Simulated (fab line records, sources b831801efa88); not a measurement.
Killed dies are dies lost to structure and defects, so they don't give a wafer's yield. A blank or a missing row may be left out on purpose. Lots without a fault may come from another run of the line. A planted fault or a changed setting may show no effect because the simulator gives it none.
One fault seen from 2 desks | flow gf180mcu | each desk has only its own numbers; what lay behind them comes last

THE TOOL OWNER'S DESK: implanter-04
The tool's own readings at GF_VT_IMPLANT_IMPLANT_08: means of the sampled wafers that have a number, for each lot that ran on this tool. A lot is out of limits, marked OUT, if its mean lies more than 4 standard deviations from the usual mean; the brackets give that distance.
Columns: A = beam_on_s at GF_VT_IMPLANT_IMPLANT_08, usual 9.99 s; B = faraday_current_uA at GF_VT_IMPLANT_IMPLANT_08, usual 46.8
lot  | first seen here | A     | B
L819 | day 5 14:14     | 10.10 | 46.1
L820 | day 5 23:26     | 10.04 | 46.6
L821 | day 6 03:33     | 9.83  | 47.5
L825 | day 7 04:42     | 9.92  | 47.2
L826 | day 7 09:55     | 10.11 | 46.3
L828 | day 7 22:33     | 10.08 | 46.4
L833 | day 9 05:08     | 10.00 | 46.9
L837 | day 10 13:04    | 10.49 | 44.8
L839 | day 10 21:21    | 10.32 | 45.3
L840 | day 11 04:50    | 10.54 | 44.7
This desk's finding: nothing out of limits on any of the 10 lots.

THE METROLOGY DESK
What the gauges read, lot by lot, whatever tool the lot ran on: means of the sampled wafers that have a number. A lot is out of limits, marked OUT, if its mean lies more than 4 standard deviations from the usual mean; the brackets give that distance.
Columns: A = VT_IMPLANT_2_TW at GF_VT_IMPLANT_TW_MEAS_21, usual 1197; B = DUAL_GATE_OXIDATION_00_THK at GF_DUAL_GATE_THK_MEAS_03, usual 10.78 nm
lot  | first seen here | A    | B
L819 | day 6 04:44     | 1221 | 10.82
L820 | day 6 14:53     | 1176 | 10.80
L821 | day 6 19:21     | 1177 | 10.57
L822 | day 7 00:27     | 1189 | 11.07
L823 | day 7 08:09     | 1189 | 10.68
L824 | day 7 13:59     | 1189 | 11.16
L825 | day 7 20:44     | 1191 | 10.86
L826 | day 8 03:04     | 1189 | 10.70
L828 | day 8 15:47     | 1200 | 10.65
L830 | day 9 03:52     | 1211 | 10.62
L833 | day 9 22:50     | 1229 | 10.63
L837 | day 11 08:10    | 1212 | 10.62
L839 | day 11 16:11    | 1194 | 10.79
L840 | day 12 00:19    | 1214 | 10.78
L842 | day 12 14:57    | 1190 | 10.67
This desk's finding: nothing out of limits on any of the 15 lots.

PUT TOGETHER
The tool owner's desk saw nothing out of limits.
The metrology desk saw nothing out of limits.

WHAT THE SIMULATOR HAD PUT IN
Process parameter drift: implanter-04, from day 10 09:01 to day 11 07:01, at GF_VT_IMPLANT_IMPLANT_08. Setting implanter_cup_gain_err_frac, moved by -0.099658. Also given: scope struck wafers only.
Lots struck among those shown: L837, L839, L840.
